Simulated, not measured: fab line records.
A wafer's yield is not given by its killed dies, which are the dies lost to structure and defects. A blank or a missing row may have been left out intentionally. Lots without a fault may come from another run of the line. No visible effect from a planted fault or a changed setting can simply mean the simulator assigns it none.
Chamber matching / flow gf180mcu / GF_CONTACT_CMP_04 on cmp-02 has 4 sister chambers
The step polishes SiO2. 4 wafers are shown with their chamber, then 10 later ones without.

## WAFERS, EACH WITH ITS CHAMBER
wafer=L589.2; chamber=1; motor-current-A (A)=13.0
wafer=L590.5; chamber=0; motor-current-A (A)=11.3
wafer=L601.1; chamber=2; motor-current-A (A)=11.9
wafer=L601.3; chamber=3; motor-current-A (A)=11.8

## WAFERS WHOSE CHAMBER IS MISSING
wafer=L601.4; motor-current-A (A)=11.6
wafer=L603.4; motor-current-A (A)=11.8
wafer=L603.5; motor-current-A (A)=12.9
wafer=L603.6; motor-current-A (A)=11.9
wafer=L604.2; motor-current-A (A)=11.2
wafer=L604.3; motor-current-A (A)=12.5
wafer=L604.6; motor-current-A (A)=11.6
wafer=L606.1; motor-current-A (A)=11.0
wafer=L606.3; motor-current-A (A)=12.5
wafer=L606.6; motor-current-A (A)=12.7

## WHICH CHAMBER EACH WENT THROUGH
wafer=L601.4; from the rows above=can't be placed: 3 or 0 or 2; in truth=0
wafer=L603.4; from the rows above=can't be placed: 3 or 2 or 0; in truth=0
wafer=L603.5; from the rows above=1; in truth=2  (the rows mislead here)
wafer=L603.6; from the rows above=can't be placed: 2 or 3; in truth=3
wafer=L604.2; from the rows above=can't be placed: 0 or 3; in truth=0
wafer=L604.3; from the rows above=can't be placed: 1 or 2 or 3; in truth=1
wafer=L604.6; from the rows above=can't be placed: 3 or 0 or 2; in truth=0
wafer=L606.1; from the rows above=can't be placed: 0 or 3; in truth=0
wafer=L606.3; from the rows above=can't be placed: 1 or 2 or 3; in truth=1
wafer=L606.6; from the rows above=can't be placed: 1 or 2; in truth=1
Correct placement for 0 of the 10. Not placeable from these rows: 9 (in 9, the candidates include the true chamber). Placed wrongly: 1.
How it was worked out, from the rows above alone: a wafer's distance from a chamber is the root of the sum, over the readings, of the square of ((its reading less the chamber's mean) divided by the reading's scatter). The wafer belongs to the nearest chamber; if the next one is less than 2 further off, it can't be placed. For every chamber, the mean is computed from those of its wafers that are shown. The scatter: with one shown wafer a chamber, the root of the mean of the squares of how far each hidden wafer lies from its nearest shown one.
